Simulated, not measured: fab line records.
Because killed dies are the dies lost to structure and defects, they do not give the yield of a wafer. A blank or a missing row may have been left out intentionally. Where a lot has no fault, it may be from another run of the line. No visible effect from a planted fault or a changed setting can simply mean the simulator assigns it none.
2 desks, one fault	flow gf180mcu	every desk sees just its own numbers, and what lay behind them comes last

## FROM THE METROLOGY DESK
Lot by lot, what the gauges showed, no matter which tool ran the lot: averages of those sampled wafers that carry a number. A lot is out of limits, marked OUT, if its mean lies more than 4 standard deviations from the usual mean; the brackets give that distance.
Columns: A = M3_OVL at GF_M3_OVL_MEAS_15, usual -1 nm; B = V3_CVD_02_THK at GF_V3_THK_MEAS_03, usual 855 nm
lot	first seen here	A	B
L666	day 21 11:54	4	868
L668	day 22 06:25	-3	857
L670	day 22 22:57	4	846
L671	day 23 00:27	-7	871
L672	day 23 08:17	-8	860
L673	day 23 13:18	-1	862
L681	day 26 07:20	-0	847
L684	day 27 11:31	-5	863
L686	day 28 08:07	5	845
L688	day 28 18:28	3	858
L687	day 28 20:13	-2	847
Finding of this desk: none of the 11 lots has anything out of limits.

## THE TOOL OWNER'S DESK: rie-metal-03
The tool's own readings at GF_M4_METAL_ETCH_16 (etches the open film in Cl2/BCl3, stops on SiO2, target depth 627.5 nm, time 104.6 s): means of the sampled wafers that have a number, for each lot that ran on this tool. A lot is out of limits, marked OUT, if its mean lies more than 4 standard deviations from the usual mean; the brackets give that distance.
Columns: A = bcl3-flow-sccm at GF_M4_METAL_ETCH_16, usual 40.01 sccm; B = drypump-motor-current-A at GF_M4_METAL_ETCH_16, usual 5.8 A; C = oes-product-au at GF_M4_METAL_ETCH_16, usual 0.970 a.u.; D = run-length-s at GF_M4_METAL_ETCH_16, usual 133.1 s; E = throttle-valve-pct at GF_M4_METAL_ETCH_16, usual 28.251 %
lot	first seen here	A	B	C	D	E
L666	day 23 12:39	39.92	5.5	0.973	132.6	28.240
L670	day 24 22:41	39.98	5.6	0.971	132.8	28.243
L672	day 25 07:12	39.98	5.6	0.970	132.5	28.248
L681	day 28 04:38	39.88	5.6	0.986	129.5 (-5.2) OUT	28.240
L684	day 29 05:52	39.91	5.6	0.984	129.6 (-5.0) OUT	28.233
This desk's verdict: out of limits on L681, L684, starting with L681 at day 28 04:38 (run-length-s at GF_M4_METAL_ETCH_16). L666, L670, L672 stayed within limits.

## TAKEN TOGETHER
The tool owner's desk could have raised an alarm at day 28 04:38, on L681, L684.
Metrology desk: nothing out of limits seen.
The metrology desk has L681, L684 on record, within its limits.
All the named lots went through GF_M4_METAL_ETCH_16 on rie-metal-03.

## WHAT HAD BEEN PUT IN BY THE SIMULATOR
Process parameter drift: rie-metal-03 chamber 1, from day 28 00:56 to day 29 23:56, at GF_M4_METAL_ETCH_16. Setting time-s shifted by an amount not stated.
Struck lots among those shown: L681, L684.
Hours from the fault's start to each desk's first reading out of limits: the tool owner's desk, 4.
